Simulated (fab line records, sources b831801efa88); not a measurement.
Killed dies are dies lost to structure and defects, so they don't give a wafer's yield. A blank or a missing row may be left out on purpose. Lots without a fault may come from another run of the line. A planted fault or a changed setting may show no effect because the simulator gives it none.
A struck lot beside a sound one | flow gf180mcu | 15 steps out of a route of 602
Sound: wafers L530.1, L530.2, L530.6. Struck: wafers L541.2, L541.3, L541.6. The cause comes at the end.
At each step with rows: each side's tool, then ch and its chambers, then its first start. Under that, the readings that differ: sound wafers | struck wafers | difference of the means | sigmas: that difference in standard deviations of wafers without a fault.
alike: readings whose means differ by less than 2 such deviations, and words and numbers that are the same on both sides. not compared: withheld readings, readings that some wafer has no value for, bounds like >300 that may hide the same value, and numbers for which the record gives no deviation and whose values overlap.
The two part at a step that has a row with sigmas, a row that says differs or no value, or rows on one side only. Numbers that don't overlap but have no deviation are shown without sigmas and don't part them. A reading that every wafer of one side lacks parts them only if that side has two wafers or more.

GF_V5_CMP_26: polishes, stops on SiO2, t overpolish 15 s, target thk 0 nm.
  sound on cmp-01 ch 0,1,3, day 29 22:29; struck on cmp-01 ch 0,2, day 32 13:46
  alike: motor_current_A, overpolish_run_s, time_to_endpoint_s
then, 1 step without rows for these wafers: GF_TOP_METAL_SPUTTER_00 (material Ti, target thk 37.5 nm, time 150 s).
GF_TOP_METAL_SPUTTER_01: material TiN, target thk 30 nm, time 25 s.
  sound on pvd_sputter-03, day 29 22:50; struck on pvd_sputter-02, day 32 14:07
  alike: throttle_valve_pct
GF_TOP_METAL_SPUTTER_02: material AlCu, target thk 900 nm, time 47.82 s.
  sound on pvd_sputter-03, day 29 22:52; struck on pvd_sputter-02, day 32 14:09
  alike: substrate_temp_c, throttle_valve_pct
GF_TOP_METAL_SPUTTER_03: material Ti, target thk 5 nm, time 3.3 s.
  sound on pvd_sputter-03, day 29 22:54; struck on pvd_sputter-02, day 32 14:11
  alike: substrate_temp_c, throttle_valve_pct
GF_TOP_METAL_SPUTTER_04: material TiN, target thk 25 nm, time 20.8 s.
  sound on pvd_sputter-03, day 29 22:55; struck on pvd_sputter-02, day 32 14:13
  alike: throttle_valve_pct
GF_TOP_METAL_RS_MEAS_05: measures by four-point-probe.
  sound on film_metro-04, day 29 22:57; struck on film_metro-04, day 32 14:16
  reading                    | sound                | struck               | difference | sigmas
  TOP_METAL_ALCU_RS (ohm/sq) | 0.0340 0.0336 0.0336 | 0.0318 0.0322 0.0318 | -0.0018    | -4
GF_TOP_METAL_THK_MEAS_06: measures by xrf.
  sound on film_metro-04, day 29 23:04; struck on film_metro-04, day 32 14:22
  reading                 | sound       | struck      | difference | sigmas
  TOP_METAL_ALCU_THK (nm) | 867 882 875 | 920 910 924 | +43        | +3
then, 4 steps without rows for these wafers: GF_TOP_METAL_DEHYDRATE_07 (time 60 s); GF_TOP_METAL_HMDS_08 (prime time 60 s); GF_TOP_METAL_COAT_09 (resist thk 1500 nm); GF_TOP_METAL_SOFTBAKE_10 (time 60 s).
GF_TOP_METAL_EXPOSE_11: exposes mask MetalTop, target cd 440 nm.
  sound on iline_stepper-02 ch 0, day 30 07:09; struck on iline_stepper-01 ch 0, day 32 22:35
  reading              | sound                | struck               | difference | sigmas
  exposure_dose_mJ_cm2 | 169.94 169.85 169.86 | 171.49 171.64 171.57 | +1.68      | +10
  alike: mask
then, 1 step without rows for these wafers: GF_TOP_METAL_PEB_12.
GF_PASSIVATION_PROBE_99:
  the record has rows for the struck wafers here (prober-02, day 34 01:02) and none for the sound ones

WHERE THEY PART
First at GF_TOP_METAL_RS_MEAS_05; last, within this record, at GF_PASSIVATION_PROBE_99.

WHY: what the simulator had put in
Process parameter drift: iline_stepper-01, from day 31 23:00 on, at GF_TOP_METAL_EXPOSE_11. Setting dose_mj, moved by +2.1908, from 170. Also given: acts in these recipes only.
